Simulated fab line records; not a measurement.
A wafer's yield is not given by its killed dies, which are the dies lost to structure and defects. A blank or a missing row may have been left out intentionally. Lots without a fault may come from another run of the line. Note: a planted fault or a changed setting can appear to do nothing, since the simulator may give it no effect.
The tool behind it: which one? + flow sky130 + 11 lots with 33 wafers sampled at 2 steps, on a route of 708 steps

== WHAT THE GAUGES READ, wafer by wafer ==
SKY_VIA3_RS_MEAS_22: measurement is done with a four-point probe. Usual: VIA3_W_RS typically reads 0.296 ohm/sq, with standard deviation 0.0036.
| lot  | measured     | on            | VIA3_W_RS (ohm/sq) | flag |
|------|--------------|---------------|--------------------|------|
| L479 | day 40 00:19 | film_metro-01 | 0.294 0.294 0.292  |      |
| L481 | day 40 11:53 | film_metro-04 | 0.293 0.291 0.293  |      |
| L483 | day 41 04:03 | film_metro-02 | 0.299 0.298 0.299  |      |
| L484 | day 41 09:19 | film_metro-04 | 0.299 0.299 0.298  |      |
| L486 | day 42 05:54 | film_metro-01 | 0.294 0.288 0.295  |      |
| L489 | day 43 21:59 | film_metro-04 | 0.294 0.294 0.294  |      |
| L493 | day 44 15:20 | film_metro-04 | 0.300 0.295 0.295  |      |
| L496 | day 45 02:14 | film_metro-02 | 0.294 0.295 0.292  |      |
| L498 | day 45 10:06 | film_metro-02 | 0.300 0.302 0.300  |      |
| L499 | day 45 12:32 | film_metro-04 | 0.300 0.292 0.294  |      |
| L500 | day 46 00:41 | film_metro-01 | 0.292 0.296 0.296  |      |

SKY_VIA3_THK_MEAS_23: measures by xrf. Usual: VIA3_W_THK typically reads 389 nm, with standard deviation 6.8.
| lot  | measured     | on            | VIA3_W_THK (nm) | flag |
|------|--------------|---------------|-----------------|------|
| L479 | day 40 00:25 | film_metro-01 | 386 383 385     |      |
| L481 | day 40 12:00 | film_metro-04 | 397 404 399     |      |
| L483 | day 41 04:10 | film_metro-02 | 381 384 380     |      |
| L484 | day 41 09:26 | film_metro-04 | 387 388 390     |      |
| L486 | day 42 06:01 | film_metro-01 | 390 398 389     |      |
| L489 | day 43 22:06 | film_metro-04 | 395 395 396     |      |
| L493 | day 44 15:28 | film_metro-04 | 386 397 393     |      |
| L496 | day 45 02:22 | film_metro-02 | 389 390 390     |      |
| L498 | day 45 10:11 | film_metro-02 | 379 380 379     |      |
| L499 | day 45 12:38 | film_metro-04 | 390 400 398     |      |
| L500 | day 46 00:48 | film_metro-01 | 393 387 388     |      |

== WHAT TOOL EACH LOT RAN ON (gives the tool, then ch and the chambers of the sampled wafers, and finally the start) ==
No process step before these readings appears in the record.

== WHAT THE TOOLS THEMSELVES READ (means of the sampled wafers that have a number; where no wafer has one, the mark that the record gives instead) ==
The record holds no such reading with a usual standard deviation.

== THE ANSWER, worked out from the rows above alone ==
Rule: a lot is off if the mean of its wafers that have a number lies more than 3 standard deviations from the usual mean. Also off: a lot with no number at a reading for which 4 or more lots have one. Where the step has rows for the other lots, those lots are counted as sound. First the gauges in route order, then the tools' own readings, where a lot's mean is used as printed above. The first step at which some lot is off is used, and at that step the reading that is off furthest; a lot without a number counts as furthest.
Nothing can be told from this: no lot is off at any reading shown.

== WHAT HAD BEEN PUT IN BY THE SIMULATOR ==
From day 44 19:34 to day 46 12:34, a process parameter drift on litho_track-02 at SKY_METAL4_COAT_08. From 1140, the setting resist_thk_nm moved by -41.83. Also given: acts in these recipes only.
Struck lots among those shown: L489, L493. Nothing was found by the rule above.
